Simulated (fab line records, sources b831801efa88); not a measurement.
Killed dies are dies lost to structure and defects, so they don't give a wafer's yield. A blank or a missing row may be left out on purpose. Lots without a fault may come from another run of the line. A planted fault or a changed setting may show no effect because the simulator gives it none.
Problem report in the 8D (eight disciplines) form, filled by code | flow gf180mcu | the parts of the form that need people (team, actions taken, sign-off) are left out

1. THE PROBLEM
cd_nm at GF_M2_CD_MEAS_14 reads a mean of 254.4 nm on 3 wafers of 1 lot; wafers without a fault read 280.4 nm with a standard deviation of 1.3. That is -20 standard deviations from the usual mean.
The step: target cd 280 nm.
First seen on wafer L305.1, day 25 11:56, on cd_sem-02. The record holds 36 wafers of 12 lots with a number at this step. Rule for "out", or "out of limits": more than 4 standard deviations from the usual mean. The other wafers with a number count as sound.

2. WHAT IT IS AND WHAT IT IS NOT
question                    | is                     | is not
which readings at this step | cd_nm                  | -
which lots                  | L305                   | L291, L292, L293, L295, L296, L297, L298, L303, L304, L308, L311
which wafers of those lots  | all that have a number | -
read on which gauges        | cd_sem-02              | cd_sem-01
when                        | from day 25 11:56      | up to then (27 sound wafers); but 6 sound wafers of L308, L311 came after

3. SUSPECTS, AND WHAT RULES EACH OUT
Counting: a tool at a process step up to the reading stays a suspect if it ran every lot that is out and no sound lot after the first of them.
- the gauge at GF_M2_CD_MEAS_14: ruled out. All the wafers that are out were read on cd_sem-02, but those of them that GF_M2_EXPOSE_11 has rows for are out there too, on other tools.
- plasma_asher-01 at GF_V1_STRIP_18 (strips in O2/N2): ruled out as a lasting fault. Sound lots L308 ran on it after its first lot that is out, L305 (day 24 12:50).
- krf_scanner-01 at GF_M2_EXPOSE_11 (exposes mask Metal2, target cd 280 nm): kept. It ran the lot that is out, L305 (day 25 00:48), and no sound lot after that; its last sound lot up to then is L298 (day 22 13:19). Its own readings are out on those wafers: exposure_dose_mJ_cm2.
Left after counting: krf_scanner-01 at GF_M2_EXPOSE_11.

4. THE CAUSE (what the simulator had put in)
Process parameter drift: krf_scanner-01, from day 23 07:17 on, at GF_M2_EXPOSE_11. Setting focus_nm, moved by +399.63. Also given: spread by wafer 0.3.
Counting left only this tool.

5. THE CHAIN OF EFFECTS, in route order
Each row: a reading whose mean over the struck wafers that have a number lies more than 3 standard deviations from the usual. Only readings for which the record gives a usual standard deviation are gone through. hours: the time from each lot's start at the first step in this table that gives one to its start at this step, as a median over the lots. sigmas: the change in usual standard deviations.
hours | step             | reading              | usual    | on struck wafers | change | sigmas
0     | GF_M2_EXPOSE_11  | exposure_dose_mJ_cm2 | 27.958   | 26.537           | -1.421 | -51
11    | GF_M2_CD_MEAS_14 | cd_nm                | 280.4 nm | 254.4            | -26.0  | -20
The process steps in it:
- GF_M2_EXPOSE_11: exposes mask Metal2, target cd 280 nm.

6. WHAT WOULD HAVE CAUGHT IT SOONER
In this record the first reading out of limits at a measuring or inspecting step was taken at day 25 11:56, 53 hours after the fault began at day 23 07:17.
The tool's own readings at GF_M2_EXPOSE_11 were out on every struck wafer that the step has a row for (exposure_dose_mJ_cm2): an alarm limit on them would have fired on the first of those.
All the lots that are out (1) had begun GF_M2_EXPOSE_11 on krf_scanner-01 by day 25 11:56. A hold on the tool at that time would have spared none of them.
